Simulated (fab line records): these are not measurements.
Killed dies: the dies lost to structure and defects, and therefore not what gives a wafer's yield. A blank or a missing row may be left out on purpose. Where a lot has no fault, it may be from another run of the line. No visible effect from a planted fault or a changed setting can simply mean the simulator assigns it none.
Which tool was responsible? / flow gf180mcu / 14 lots with 40 wafers sampled at 5 steps, on a route of 602 steps

## WHAT THE GAUGES READ, wafer by wafer
GF_MVPSD_OVL_MEAS_07.
lot=L799; measured=day 5 01:10; on=overlay-02; MVPSD_OVL (nm)=-0.3 -1.7 -1.7
lot=L800; measured=day 5 04:33; on=overlay-01; MVPSD_OVL (nm)=-0.7 -0.5 0.3
lot=L801; measured=day 5 10:48; on=overlay-02; MVPSD_OVL (nm)=-0.8 -0.6 -2.3
lot=L802; measured=day 5 17:53; on=overlay-01; MVPSD_OVL (nm)=0.2 1.0 0.8
lot=L803; measured=day 5 21:48; on=overlay-02; MVPSD_OVL (nm)=0.9 0.9 -1.5
lot=L804; measured=day 6 06:37; on=overlay-01; MVPSD_OVL (nm)=1.4 0.3 -0.6
lot=L805; measured=day 6 10:03; on=overlay-01; MVPSD_OVL (nm)=0.3 0.8 0.6
lot=L808; measured=day 7 07:23; on=overlay-02; MVPSD_OVL (nm)=-1.4 -1.3 -1.5
lot=L810; measured=day 8 01:13; on=overlay-02; MVPSD_OVL (nm)=-0.9 -0.4
lot=L813; measured=day 8 14:20; on=overlay-01; MVPSD_OVL (nm)=1.8 1.7
lot=L814; measured=day 8 17:55; on=overlay-02; MVPSD_OVL (nm)=-0.6 0.4 -0.6
lot=L816; measured=day 9 05:02; on=overlay-02; MVPSD_OVL (nm)=-0.9 -1.9 0.1
lot=L818; measured=day 9 20:39; on=overlay-02; MVPSD_OVL (nm)=1.1 1.1 0.5
lot=L819; measured=day 9 23:06; on=overlay-02; MVPSD_OVL (nm)=2.0 1.2 1.7

GF_VT_IMPLANT_TW_MEAS_10.
lot=L799; measured=day 5 15:28; on=filmMetro-03; VT_IMPLANT_TW=561.0 559.0 558.0
lot=L800; measured=day 5 18:46; on=filmMetro-03; VT_IMPLANT_TW=558.6 561.4 559.0
lot=L801; measured=day 6 01:55; on=filmMetro-02; VT_IMPLANT_TW=567.1 562.9 565.4
lot=L802; measured=day 6 08:55; on=filmMetro-01; VT_IMPLANT_TW=569.1 568.8 565.9
lot=L803; measured=day 6 12:43; on=filmMetro-03; VT_IMPLANT_TW=563.8 560.9 562.7
lot=L804; measured=day 6 21:49; on=filmMetro-03; VT_IMPLANT_TW=560.4 563.0 560.5
lot=L805; measured=day 7 01:34; on=filmMetro-02; VT_IMPLANT_TW=565.8 563.7 566.3
lot=L808; measured=day 7 23:21; on=filmMetro-03; VT_IMPLANT_TW=562.5 566.0 565.0
lot=L810; measured=day 8 17:53; on=filmMetro-03; VT_IMPLANT_TW=564.7 565.2
lot=L813; measured=day 9 06:53; on=filmMetro-01; VT_IMPLANT_TW=567.7 566.4
lot=L814; measured=day 9 11:22; on=filmMetro-01; VT_IMPLANT_TW=566.0 564.6 570.0
lot=L816; measured=day 9 23:04; on=filmMetro-02; VT_IMPLANT_TW=562.1 562.5 565.9
lot=L818; measured=day 10 15:21; on=filmMetro-03; VT_IMPLANT_TW=565.6 560.6 559.2
lot=L819; measured=day 10 17:35; on=filmMetro-03; VT_IMPLANT_TW=563.9 564.7 563.3

GF_VT_IMPLANT_TW_MEAS_21.
lot=L799; measured=day 6 05:54; on=filmMetro-03; VT_IMPLANT_2_TW=1213 1212 1214
lot=L800; measured=day 6 09:49; on=filmMetro-02; VT_IMPLANT_2_TW=1224 1219 1216
lot=L801; measured=day 6 17:32; on=filmMetro-03; VT_IMPLANT_2_TW=1216 1211 1212
lot=L802; measured=day 6 23:54; on=filmMetro-01; VT_IMPLANT_2_TW=1231 1218 1227
lot=L803; measured=day 7 03:16; on=filmMetro-03; VT_IMPLANT_2_TW=1210 1212 1212
lot=L804; measured=day 7 13:15; on=filmMetro-03; VT_IMPLANT_2_TW=1211 1216 1222
lot=L805; measured=day 7 18:09; on=filmMetro-03; VT_IMPLANT_2_TW=1214 1218 1219
lot=L808; measured=day 8 15:25; on=filmMetro-03; VT_IMPLANT_2_TW=1216 1220 1218
lot=L810; measured=day 9 10:53; on=filmMetro-02; VT_IMPLANT_2_TW=1217 1215
lot=L813; measured=day 10 00:04; on=filmMetro-01; VT_IMPLANT_2_TW=1220 1223
lot=L814; measured=day 10 05:04; on=filmMetro-03; VT_IMPLANT_2_TW=1216 1209 1219
lot=L816; measured=day 10 16:34; on=filmMetro-01; VT_IMPLANT_2_TW=1228 1225 1219
lot=L818; measured=day 11 09:12; on=filmMetro-02; VT_IMPLANT_2_TW=1220 1217 1218
lot=L819; measured=day 11 11:58; on=filmMetro-03; VT_IMPLANT_2_TW=1212 1210 1212

GF_VT_IMPLANT_RS_MEAS_46: measures by four-point-probe.
lot=L799; measured=day 7 12:23; on=filmMetro-04; MVSD_RS (ohm/sq)=455.5 455.7 456.1
lot=L800; measured=day 7 18:07; on=filmMetro-04; MVSD_RS (ohm/sq)=454.5 453.9 452.8
lot=L801; measured=day 8 01:40; on=filmMetro-04; MVSD_RS (ohm/sq)=457.4 455.8 455.8
lot=L802; measured=day 8 07:22; on=filmMetro-01; MVSD_RS (ohm/sq)=457.0 457.6 456.8
lot=L803; measured=day 8 11:13; on=filmMetro-04; MVSD_RS (ohm/sq)=456.5 455.9 455.9
lot=L804; measured=day 8 21:47; on=filmMetro-01; MVSD_RS (ohm/sq)=454.8 455.3 455.1
lot=L805; measured=day 9 03:12; on=filmMetro-01; MVSD_RS (ohm/sq)=458.2 456.7 457.9
lot=L808; measured=day 10 01:52; on=filmMetro-02; MVSD_RS (ohm/sq)=455.5 456.8 455.9
lot=L810; measured=day 10 22:03; on=filmMetro-01; MVSD_RS (ohm/sq)=457.1 447.4
lot=L813; measured=day 11 12:19; on=filmMetro-04; MVSD_RS (ohm/sq)=455.9 448.5
lot=L814; measured=day 11 17:43; on=filmMetro-01; MVSD_RS (ohm/sq)=457.4 457.0 456.2
lot=L816; measured=day 12 06:44; on=filmMetro-01; MVSD_RS (ohm/sq)=456.4 456.1 457.1
lot=L818; measured=day 12 23:19; on=filmMetro-02; MVSD_RS (ohm/sq)=459.6 459.5 459.3
lot=L819; measured=day 13 03:07; on=filmMetro-01; MVSD_RS (ohm/sq)=455.1 456.1 455.8

## TOOL THAT RAN EACH LOT (tool first, then ch and the chambers of the sampled wafers, then the start)
lot=L799; GF_MVSD_IMPLANT_09=implanter-02 ch 0, day 4 12:02
lot=L800; GF_MVSD_IMPLANT_09=implanter-03 ch 0, day 4 15:34
lot=L801; GF_MVSD_IMPLANT_09=implanter-01 ch 0, day 4 20:55
lot=L802; GF_MVSD_IMPLANT_09=implanter-03 ch 0, day 5 03:46
lot=L803; GF_MVSD_IMPLANT_09=implanter-03 ch 0, day 5 07:44
lot=L804; GF_MVSD_IMPLANT_09=implanter-02 ch 0, day 5 15:37
lot=L805; GF_MVSD_IMPLANT_09=implanter-03 ch 0, day 5 19:20
lot=L808; GF_MVSD_IMPLANT_09=implanter-01 ch 0, day 6 16:16
lot=L810; GF_MVSD_IMPLANT_09=implanter-03 ch 0, day 7 09:01
lot=L813; GF_MVSD_IMPLANT_09=implanter-03 ch 0, day 7 22:25
lot=L814; GF_MVSD_IMPLANT_09=implanter-02 ch 0, day 8 02:29
lot=L816; GF_MVSD_IMPLANT_09=implanter-01 ch 0, day 8 12:31
lot=L818; GF_MVSD_IMPLANT_09=implanter-02 ch 0, day 9 03:47
lot=L819; GF_MVSD_IMPLANT_09=implanter-01 ch 0, day 9 05:34
- GF_MVSD_IMPLANT_09

## AS READ BY THE TOOLS THEMSELVES (means over the sampled wafers that have a number; for cases with no such wafer, the mark the record gives instead)
GF_MVSD_IMPLANT_09.
lot=L799; tool=implanter-02; beamOnS (s)=9.96; faradayCurrentUA=28.3
lot=L800; tool=implanter-03; beamOnS (s)=10.08; faradayCurrentUA=28.0
lot=L801; tool=implanter-01; beamOnS (s)=10.12; faradayCurrentUA=27.8
lot=L802; tool=implanter-03; beamOnS (s)=10.11; faradayCurrentUA=27.9
lot=L803; tool=implanter-03; beamOnS (s)=9.93; faradayCurrentUA=28.4
lot=L804; tool=implanter-02; beamOnS (s)=9.90; faradayCurrentUA=28.5
lot=L805; tool=implanter-03; beamOnS (s)=9.96; faradayCurrentUA=28.4
lot=L808; tool=implanter-01; beamOnS (s)=9.95; faradayCurrentUA=28.3
lot=L810; tool=implanter-03; beamOnS (s)=10.48; faradayCurrentUA=27.0
lot=L813; tool=implanter-03; beamOnS (s)=10.50; faradayCurrentUA=26.9
lot=L814; tool=implanter-02; beamOnS (s)=10.00; faradayCurrentUA=28.2
lot=L816; tool=implanter-01; beamOnS (s)=10.00; faradayCurrentUA=28.1
lot=L818; tool=implanter-02; beamOnS (s)=9.84; faradayCurrentUA=28.6
lot=L819; tool=implanter-01; beamOnS (s)=9.98; faradayCurrentUA=28.3

## THE ANSWER, worked out from the rows above alone
Rule: the usual values come from the lots themselves. The widest of any qualifying gaps counts: lots, ordered by their means at a reading, are off when they make up no more than a third of the lots, leave a main group of 4 or more, and stand apart from it by 3 or more times the standard deviation of that group's means. If all means in a main group match to the digits the tables above print for the reading, that group is not used. Also off: a lot with no number at a reading for which 4 or more lots have one. Where the step has rows for the other lots, those lots are counted as sound. After the gauges, taken in route order, come the tools' own readings; for these a lot's mean is taken, as printed above. The first step at which some lot is off is used, and at that step the reading that is off furthest; a lot without a number counts as furthest.
Off at GF_MVSD_IMPLANT_09 (beamOnS): L810, L813. The main group has a mean of 9.99 s with a standard deviation of 0.08.
If a tool, at that step or one of the process steps before it, ran each lot that is off and ran no sound lot following the first of them, it fits. One fits: GF_MVSD_IMPLANT_09 on implanter-03. A fault onset in the window from L805 (day 5 19:20, its last sound lot) to L810 (day 7 09:01, its first lot off) fits.
The tool's own readings at GF_MVSD_IMPLANT_09 bear it out: on the lots that are off they differ by more than 5 times the standard deviation of the sound lots' means. beamOnS reads 10.49 s there against 9.99 s on the sound lots; faradayCurrentUA reads 26.9 there against 28.2 on the sound lots.

## WHAT HAD BEEN PUT IN BY THE SIMULATOR
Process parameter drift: implanter-03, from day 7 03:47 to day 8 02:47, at GF_MVSD_IMPLANT_09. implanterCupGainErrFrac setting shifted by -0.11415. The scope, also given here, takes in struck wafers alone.
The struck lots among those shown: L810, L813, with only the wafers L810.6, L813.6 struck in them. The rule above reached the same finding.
